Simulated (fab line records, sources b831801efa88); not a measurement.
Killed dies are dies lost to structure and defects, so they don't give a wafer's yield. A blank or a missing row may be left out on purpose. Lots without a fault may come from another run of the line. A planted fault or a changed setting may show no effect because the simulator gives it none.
fab line records | flow sky130
record lots=14 wafers=42 last_day=50
route steps=708 shown VIA3@589 METAL4@601 PASSIVATION@692
lots that met no fault: from a run of the same line without faults
start_h: hours from the record's first day to the start of the lot's first wafer shown | wait_h: hours since the lot's step before | " the same as in the row above | L1.1+2: a row that stands for several wafers | - no value, or no start given | * or withheld: withheld | < > ~ a bound
route shown NAME@n: a module of which the file shows steps, and the number in the route of the first | usual: mean/standard deviation of fault-free wafers | same: alike in all rows | chamber/n: place in a boat | sites: the reading at each site | _std_site: their standard deviation | _edge_site: outer sites' mean less inner sites' | radius_mm: how far each site lies from the wafer's centre | mask NAME#n: copy n | behind: the tool/chamber that last shaped the wafer | hold: why the lot was held/for how many hours/how that ended | device: the transistor (n, p or np) that didn't switch | end of line: the same wafers' tests at the end of the route | a step without rows: its recipe alone | killed: dies lost to structure and defects at the first sort, not the wafer's yield | map: a wafer's dies, x killed, . not, _ none there
set.NAME: the setting as run; set.NAME@STEP: as run at that earlier step | model.NAME: the simulator's own value behind a step, which no gauge read
steps of the route over a sample of lots; a table a step, a row a wafer
services: from which hour (start_h, from the record's first day; less than 0 if before it) a tool's chamber was out of use, for how many hours, and why
## steps
# step SKY_VIA3_STRIP_16
# recipe chemistry=O2/N2 power_w=1400 pressure_mtorr=1500 platen_temp_c=withheld o2_flow_sccm=3000 n2_flow_sccm=300 overash_fraction=0.5
# usual chamber_pressure_mTorr=1500.1/1.3 drypump_motor_current_A=5.56/0.21 oes_product_au=0.402/0.0046 strip_time_to_endpoint_s=4.123/0.029
# columns lot.wafer tool chamber start_h wait_h chamber_pressure_mTorr drypump_motor_current_A oes_product_au rf_hours_counter_h strip_time_to_endpoint_s
L935.3 plasma_asher-04 0 927.43 0.1 1499.2 5.81 0.400 - 4.093
L935.5 " 1 " " 1499.2 5.76 0.400 - 4.102
L935.6 " 0 " " 1501.2 5.81 0.405 - 4.176
L936.1 plasma_asher-02 0 934.80 0.0 1499.3 5.64 0.400 19 4.124
L936.3 " 0 " " 1500.7 5.66 0.397 - 4.174
L936.5 " 0 " " 1499.2 5.63 0.399 - 4.121
L937.1 plasma_asher-02 1 943.53 0.0 1500.9 5.50 0.406 19 4.137
L937.4 " 1 " " 1500.4 5.50 0.392 - 4.157
L937.5 " 0 " " 1499.2 5.65 0.400 - 4.097
L938.2 plasma_asher-02 1 953.78 0.0 1503.0 5.51 0.403 20 4.110
L938.5 " 0 " " 1501.8 5.67 0.403 - 4.095
L938.6 " 1 " " 1497.5 5.52 0.401 - 4.145
L939.3 plasma_asher-03 0 966.64 0.1 1498.6 5.44 0.411 - 4.142
L939.5 " 0 " " 1501.8 5.42 0.411 - 4.184
L939.6 " 1 " " 1500.7 5.19 0.406 - 4.153
L942.2 plasma_asher-04 0 983.23 0.0 1500.1 5.81 0.402 56 4.151
L942.3 " 1 " " 1498.7 5.76 0.393 - 4.140
L942.6 " 0 " " 1498.1 5.82 0.399 - 4.098
L945.2 plasma_asher-02 1 1003.73 0.0 1499.7 5.50 0.405 26 4.105
L945.4 " 1 " " 1500.0 5.50 0.399 - 4.099
L945.5 " 0 " " 1502.6 5.64 0.400 - 4.119
L944.1 plasma_asher-04 0 1003.88 0.0 1501.1 5.81 0.404 58 4.071
L944.2 " 1 " " 1499.5 5.77 0.396 58 4.118
L944.4 " 1 " " 1498.9 5.74 0.410 - 4.131
L946.2 plasma_asher-02 0 1010.55 0.0 1499.6 5.64 0.409 27 4.135
L946.3 " 1 " " 1499.5 5.51 0.401 - 4.112
L946.4 " 0 " " 1501.8 5.66 0.399 - 4.118
L947.4 plasma_asher-02 0 1023.34 0.1 1500.2 5.64 0.394 - 4.143
L947.5 " 1 " " 1498.5 5.53 0.408 - 4.108
L947.6 " 0 " " 1499.6 5.65 0.395 - 4.140
L948.2 plasma_asher-02 0 1030.13 0.0 1499.2 5.65 0.407 28 4.154
L948.4 " 1 " " 1498.8 5.51 0.404 - 4.124
L948.6 " 0 " " 1499.8 5.65 0.398 - 4.111
L950.1 plasma_asher-03 0 1036.73 0.0 1500.8 5.43 0.394 91 4.088
L950.4 " 0 " " 1500.8 5.45 0.402 - 4.140
L950.5 " 1 " " 1499.9 5.16 0.406 - 4.100
L956.1 plasma_asher-04 1 1075.68 0.0 1499.9 5.78 0.403 66 4.099
L956.2 " 0 " " 1502.5 5.79 0.402 66 4.104
L956.5 " 1 " " 1499.4 5.77 0.407 - 4.125
L957.1 plasma_asher-02 0 1080.03 0.0 1501.0 5.66 0.399 34 4.119
L957.5 " 0 " " 1500.5 5.64 0.402 - 4.093
L957.6 " 1 " " 1500.4 5.48 0.397 - 4.090
# step SKY_METAL4_SPUTTER_03
# recipe material=Ti target_thk_nm=5 power_w=3000 time_s=3.3 chamber_pressure_pa=0.4
# usual cathode_dc_power_W=3000.0/0.55 throttle_valve_pct=30.0/0.93
# columns lot.wafer tool chamber start_h wait_h cathode_dc_power_W throttle_valve_pct
L935.3 pvd_sputter-03 - 928.75 0.0 3000.2 30.9
L935.5 " - " " 2999.8 29.7
L935.6 " - " " 3000.4 30.0
L936.1 pvd_sputter-04 - 936.35 0.0 3000.8 28.2
L936.3 " - " " 2999.9 30.5
L936.5 " - " " 2999.2 29.9
L937.1 pvd_sputter-01 - 944.88 0.0 3000.3 29.4
L937.4 " - " " 2999.8 30.5
L937.5 " - " " 2999.9 31.5
L938.2 pvd_sputter-04 - 955.16 0.0 3000.3 30.9
L938.5 " - " " 2999.9 30.8
L938.6 " - " " 3001.3 28.2
L939.3 pvd_sputter-01 - 967.95 0.0 3000.3 31.5
L939.5 " - " " 2999.5 29.2
L939.6 " - " " 2998.8 30.7
L942.2 pvd_sputter-01 - 984.58 0.0 3000.4 30.8
L942.3 " - " " 3000.5 30.9
L942.6 " - " " 3001.3 30.9
L945.2 pvd_sputter-04 - 1005.11 0.0 2999.8 29.6
L945.4 " - " " 2999.4 30.9
L945.5 " - " " 2999.8 28.1
L944.1 pvd_sputter-03 - 1005.57 0.0 2998.9 29.3
L944.2 " - " " 3000.6 31.0
L944.4 " - " " 3000.4 29.9
L946.2 pvd_sputter-01 - 1011.97 0.0 2999.5 29.4
L946.3 " - " " 3000.0 31.1
L946.4 " - " " 3001.8 31.3
L947.4 pvd_sputter-03 - 1024.65 0.0 3000.4 29.4
L947.5 " - " " 3000.1 29.5
L947.6 " - " " 2999.8 29.8
L948.2 pvd_sputter-01 - 1031.52 0.0 3000.1 30.5
L948.4 " - " " 2999.7 29.2
L948.6 " - " " 3000.7 30.8
L950.1 pvd_sputter-04 - 1038.32 0.0 3000.1 30.4
L950.4 " - " " 3000.1 29.7
L950.5 " - " " 3000.2 30.9
L956.1 pvd_sputter-04 - 1077.03 0.0 3000.0 28.1
L956.2 " - " " 2999.5 30.5
L956.5 " - " " 2999.8 29.6
L957.1 pvd_sputter-01 - 1083.84 0.0 3000.0 29.6
L957.5 " - " " 2999.9 31.2
L957.6 " - " " 3000.7 30.8
# step SKY_METAL4_DESCUM_15
# recipe chemistry=O2 source_power_w=150 bias_power_w=0 pressure_mtorr=10 temp_c=40 time_s=8
# usual chamber_pressure_mTorr=9.999/0.0083 drypump_motor_current_A=5.5/0.36 oes_product_au=1.007/0.0092
# columns lot.wafer tool chamber start_h wait_h chamber_pressure_mTorr drypump_motor_current_A oes_product_au rf_hours_counter_h
L935.3 rie_metal-01 0 978.98 0.0 9.996 5.1 0.995 -
L935.5 " 1 " " 9.982 6.0 1.008 -
L935.6 " 0 " " 10.006 5.1 0.980 -
L936.1 rie_metal-03 1 985.82 0.0 9.999 5.1 1.000 0
L936.3 " 1 " " 9.992 5.1 1.002 -
L936.5 " 0 " " 9.986 5.7 0.993 -
L937.1 rie_metal-04 1 994.18 0.0 9.995 5.7 1.000 14
L937.4 " 1 " " 10.005 5.7 1.003 -
L937.5 " 1 " " 9.999 5.7 1.006 -
L938.2 rie_metal-04 0 1004.02 0.0 10.006 5.9 1.008 8
L938.5 " 0 " " 9.992 5.9 1.010 -
L938.6 " 1 " " 9.998 5.7 0.995 -
L939.3 rie_metal-04 0 1015.48 0.0 9.999 5.9 1.011 -
L939.5 " 1 " " 9.983 5.7 1.008 -
L939.6 " 0 " " 9.992 5.9 1.004 -
L942.2 rie_metal-01 1 1032.25 0.0 10.004 6.0 1.008 14
L942.3 " 1 " " 10.003 6.0 1.015 -
L942.6 " 1 " " 9.982 6.0 1.023 -
L945.2 rie_metal-01 1 1051.75 0.0 9.991 6.0 1.015 15
L945.4 " 0 " " 10.007 5.1 0.995 -
L945.5 " 1 " " 10.002 6.0 1.011 -
L944.1 rie_metal-03 0 1052.18 0.0 9.993 5.7 1.006 0
L944.2 " 1 " " 10.003 5.1 1.008 4
L944.4 " 0 " " 10.004 5.7 1.012 -
L946.2 rie_metal-03 1 1058.28 0.0 9.994 5.1 1.013 4
L946.3 " 1 " " 10.004 5.1 1.018 -
L946.4 " 0 " " 9.991 5.7 1.022 -
L947.4 rie_metal-01 0 1069.33 0.0 9.990 5.1 1.000 -
L947.5 " 0 " " 9.997 5.1 0.995 -
L947.6 " 1 " " 10.008 6.0 0.996 -
L948.2 rie_metal-03 0 1076.18 0.0 9.992 5.7 1.016 2
L948.4 " 1 " " 10.000 5.1 1.010 -
L948.6 " 1 " " 10.006 5.1 1.012 -
L950.1 rie_metal-03 1 1082.40 0.0 9.996 5.1 1.008 6
L950.4 " 0 " " 10.003 5.7 1.007 -
L950.5 " 0 " " 9.991 5.7 1.025 -
L956.1 rie_metal-03 1 1118.82 0.0 10.013 5.1 1.016 9
L956.2 " 0 " " 10.013 5.6 1.020 5
L956.5 " 0 " " 10.006 5.7 1.023 -
L957.1 rie_metal-04 0 1124.33 0.0 9.991 5.9 1.012 17
L957.5 " 1 " " 9.998 5.6 1.000 -
L957.6 " 0 " " 9.990 5.9 1.010 -
# step SKY_PASSIVATION_ETCH_11
# recipe chemistry=CF4/O2 target_depth_nm=725 stop_on=AlCu source_w=800 bias_w=150 pressure_mtorr=150 cf4_flow_sccm=80 O2_flow_sccm=10 time_s=161.1
# usual cf4_flow_sccm=80.00/0.24 chamber_pressure_mTorr=150.00/0.14 drypump_motor_current_A=5.5/0.54 oes_product_au=0.977/0.0071 throttle_valve_pct=5.964/0.0087
# columns lot.wafer tool chamber start_h wait_h cf4_flow_sccm chamber_pressure_mTorr drypump_motor_current_A oes_product_au rf_hours_counter_h throttle_valve_pct
L935.3 rie_diel-04 1 1051.68 - 79.64 150.30 4.9 0.979 21 5.960
L935.5 " 1 " " 79.83 150.02 4.9 0.984 - 5.973
L935.6 " 2 " " 79.99 149.80 5.7 0.985 - 5.970
L936.1 rie_diel-02 1 1057.67 - 79.72 150.00 6.4 0.969 8 5.967
L936.3 " 0 " " 80.20 149.82 5.7 0.988 4 5.948
L936.5 " 1 " " 80.05 149.84 6.3 0.987 - 5.972
L937.1 rie_diel-03 0 1065.47 - 79.96 150.01 5.6 0.987 21 5.978
L937.4 " 3 " " 80.33 150.01 4.8 0.983 2 5.956
L937.5 " 2 " " 79.97 150.05 5.1 0.977 - 5.970
L938.2 rie_diel-04 0 1075.33 - 80.00 150.02 5.4 0.972 13 5.968
L938.5 " 2 " " 79.75 149.89 5.7 0.978 - 5.966
L938.6 " 1 " " 80.71 150.07 4.9 0.984 - 5.964
L939.3 rie_diel-04 2 1084.76 - 79.85 150.06 5.7 0.967 14 5.962
L939.5 " 2 " " 79.69 150.22 5.7 0.979 - 5.949
L939.6 " 0 " " 80.28 150.16 5.4 0.983 - 5.973
L942.2 rie_diel-04 2 1100.66 - 79.82 149.81 5.7 0.972 15 5.956
L942.3 " 0 " " 79.95 149.83 5.4 0.965 14 5.957
L942.6 " 1 " " 80.16 150.01 5.0 0.981 - 5.985
L945.2 rie_diel-04 1 1116.46 - 80.08 149.95 4.9 0.977 24 5.979
L945.4 " 0 " " 80.17 150.09 5.4 0.985 - 5.963
L945.5 " 1 " " 79.93 150.04 5.0 0.998 - 5.955
L944.1 rie_diel-02 3 1118.31 - 80.21 149.89 5.4 0.978 7 5.964
L944.2 " 2 " " 80.25 150.03 5.7 0.971 22 5.973
L944.4 " 1 " " 80.06 149.95 6.4 0.990 10 5.973
L946.2 rie_diel-04 2 1125.23 - 79.89 150.08 5.7 0.973 16 5.956
L946.3 " 1 " " 79.92 150.00 4.9 0.982 - 5.953
L946.4 " 2 " " 80.14 150.00 5.7 0.976 - 5.957
L947.4 rie_diel-04 2 1133.83 - 80.28 149.94 5.7 0.980 - 5.961
L947.5 " 1 " " 80.32 150.16 4.9 0.986 - 5.954
L947.6 " 3 " " 80.17 150.08 4.8 0.919 - 5.944
L948.2 rie_diel-03 0 1140.13 - 80.01 150.09 5.6 0.976 24 5.970
L948.4 " 2 " " 80.33 149.89 5.1 0.974 16 5.961
L948.6 " 0 " " 79.99 149.55 5.6 0.982 - 5.945
L950.1 rie_diel-04 3 1147.58 - 79.61 150.16 4.8 0.913 20 5.935
L950.4 " 0 " " 80.01 150.05 5.5 0.980 16 5.954
L950.5 " 0 " " 80.00 149.96 5.5 0.980 - 5.970
L956.1 rie_diel-03 2 1178.03 - 80.07 150.10 5.1 0.966 18 5.964
L956.2 " 3 " " 79.78 149.85 4.8 0.972 7 5.960
L956.5 " 1 " " 80.34 150.01 6.7 0.980 - 5.980
L957.1 rie_diel-03 0 1181.22 - 80.01 150.10 5.6 0.983 25 5.954
L957.5 " 1 " " 79.73 149.80 6.7 0.983 - 5.980
L957.6 " 2 " " 79.77 149.82 5.2 0.965 - 5.971
# step SKY_PASSIVATION_STRIP_12
# recipe chemistry=O2/N2 power_w=1400 pressure_mtorr=1500 platen_temp_c=withheld overash_fraction=0.7 o2_flow_sccm=3000 n2_flow_sccm=300
# usual chamber_pressure_mTorr=1500.0/1.3 drypump_motor_current_A=5.65/0.29 oes_product_au=0.661/0.0049 strip_time_to_endpoint_s=31.48/0.13
# columns lot.wafer tool chamber start_h wait_h chamber_pressure_mTorr drypump_motor_current_A oes_product_au rf_hours_counter_h strip_time_to_endpoint_s
L935.3 plasma_asher-01 0 1051.82 0.1 1501.6 6.07 0.660 - 31.18
L935.5 " 1 " " 1498.6 5.61 0.655 - 31.19
L935.6 " 0 " " 1500.5 6.08 0.665 - 31.43
L936.1 plasma_asher-03 1 1057.78 0.1 1499.8 5.17 0.655 93 31.29
L936.3 " 1 " " 1501.1 5.12 0.651 - 31.32
L936.5 " 1 " " 1502.3 5.13 0.662 - 31.30
L937.1 plasma_asher-02 1 1065.58 0.1 1500.8 5.52 0.657 32 31.60
L937.4 " 0 " " 1499.1 5.66 0.662 - 31.51
L937.5 " 0 " " 1499.2 5.67 0.669 - 31.70
L938.2 plasma_asher-02 1 1075.43 0.1 1499.4 5.51 0.657 33 31.49
L938.5 " 1 " " 1498.3 5.52 0.656 - 31.52
L938.6 " 0 " " 1500.2 5.64 0.659 - 31.30
L939.3 plasma_asher-01 0 1084.90 0.1 1498.3 6.08 0.662 - 31.60
L939.5 " 1 " " 1501.5 5.62 0.664 - 31.68
L939.6 " 0 " " 1501.3 6.09 0.663 - 31.57
L942.2 plasma_asher-02 0 1100.77 0.1 1500.8 5.66 0.664 36 31.43
L942.3 " 1 " " 1501.9 5.49 0.667 - 31.46
L942.6 " 1 " " 1501.3 5.54 0.657 - 31.35
L945.2 plasma_asher-03 1 1116.57 0.1 1499.0 5.13 0.659 99 31.53
L945.4 " 0 " " 1500.1 5.42 0.659 - 31.65
L945.5 " 1 " " 1497.5 5.16 0.655 - 31.48
L944.1 plasma_asher-03 0 1118.42 0.1 1501.4 5.43 0.651 99 31.34
L944.2 " 1 " " 1499.8 5.16 0.662 99 31.48
L944.4 " 0 " " 1500.8 5.45 0.663 - 31.31
L946.2 plasma_asher-01 0 1125.39 0.1 1501.5 6.08 0.656 5 31.64
L946.3 " 0 " " 1499.3 6.09 0.664 - 31.51
L946.4 " 1 " " 1500.9 5.59 0.666 - 31.60
L947.4 plasma_asher-03 0 1133.92 0.0 1501.4 5.45 0.664 - 31.47
L947.5 " 1 " " 1498.7 5.12 0.666 - 31.25
L947.6 " 0 " " 1500.7 5.46 0.665 - 32.12
L948.2 plasma_asher-01 0 1140.23 0.1 1499.3 6.09 0.661 7 31.59
L948.4 " 0 " " 1500.5 6.07 0.664 - 31.66
L948.6 " 1 " " 1498.6 5.60 0.663 - 31.60
L950.1 plasma_asher-03 0 1147.68 0.1 1501.6 5.43 0.666 102 32.15
L950.4 " 1 " " 1501.8 5.17 0.667 - 31.55
L950.5 " 0 " " 1499.7 5.43 0.668 - 31.44
L956.1 plasma_asher-02 0 1178.13 0.1 1501.6 5.63 0.670 43 31.65
L956.2 " 1 " " 1503.1 5.50 0.660 43 31.26
L956.5 " 1 " " 1500.9 5.52 0.659 - 31.46
L957.1 plasma_asher-02 1 1181.32 0.1 1500.2 5.52 0.666 43 31.56
L957.5 " 0 " " 1499.7 5.63 0.663 - 31.52
L957.6 " 1 " " 1498.8 5.54 0.660 - 31.79
## services
# columns tool chamber start_h hours kind
rie_diel-03 3 906.55 18.1 repair
rie_diel-03 0 923.31 7.5 repair
rie_diel-03 - 940.15 0.3 repair
rie_diel-03 2 944.49 10.2 repair
plasma_asher-01 - 963.39 1.2 repair
plasma_asher-01 - 971.42 11.7 repair
rie_diel-03 2 996.65 6.9 repair
rie_metal-03 - 999.56 14.6 pm
plasma_asher-01 - 1005.52 0.3 repair
rie_diel-04 2 1014.35 3.0 repair
pvd_sputter-04 - 1016.84 0.5 repair
rie_diel-04 2 1031.03 4.7 repair
pvd_sputter-01 - 1041.22 5.3 repair
rie_diel-04 0 1045.78 10.8 repair
plasma_asher-01 - 1055.25 9.0 pm
rie_diel-04 3 1067.45 23.5 repair
plasma_asher-03 - 1089.18 0.5 repair
rie_diel-04 3 1113.27 5.9 repair
rie_diel-04 0 1120.85 13.5 repair
rie_diel-04 3 1123.31 4.1 repair
plasma_asher-03 - 1150.12 1.8 repair
rie_diel-04 0 1156.97 3.6 repair
plasma_asher-02 - 1158.49 3.6 repair
rie_diel-04 3 1168.65 2.0 repair
## key
first_sign step=SKY_PASSIVATION_ETCH_11 reading=oes_product_au direction=down sigmas=8.6 usual=0.977 struck=0.916
effect step=SKY_PASSIVATION_STRIP_12 reading=strip_time_to_endpoint_s direction=up sigmas=4.9 usual=* struck=*
met_at SKY_PASSIVATION_ETCH_11
struck_lots L947,L950
struck_wafers L947.6,L950.1
sort_left_out L947.6,L950.1
not_acting_at SKY_VIA3_STRIP_16,SKY_METAL4_SPUTTER_03,SKY_METAL4_DESCUM_15
fault kind=process_parameter_drift tool=rie_diel-04 chamber=3 onset_h=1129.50 steps=SKY_PASSIVATION_ETCH_11 channel=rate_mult offset=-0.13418 shape=step end_h=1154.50
# sort_left_out: the simulated sort isn't trusted on such a fault, so these wafers' sort isn't shown, and their yield isn't known
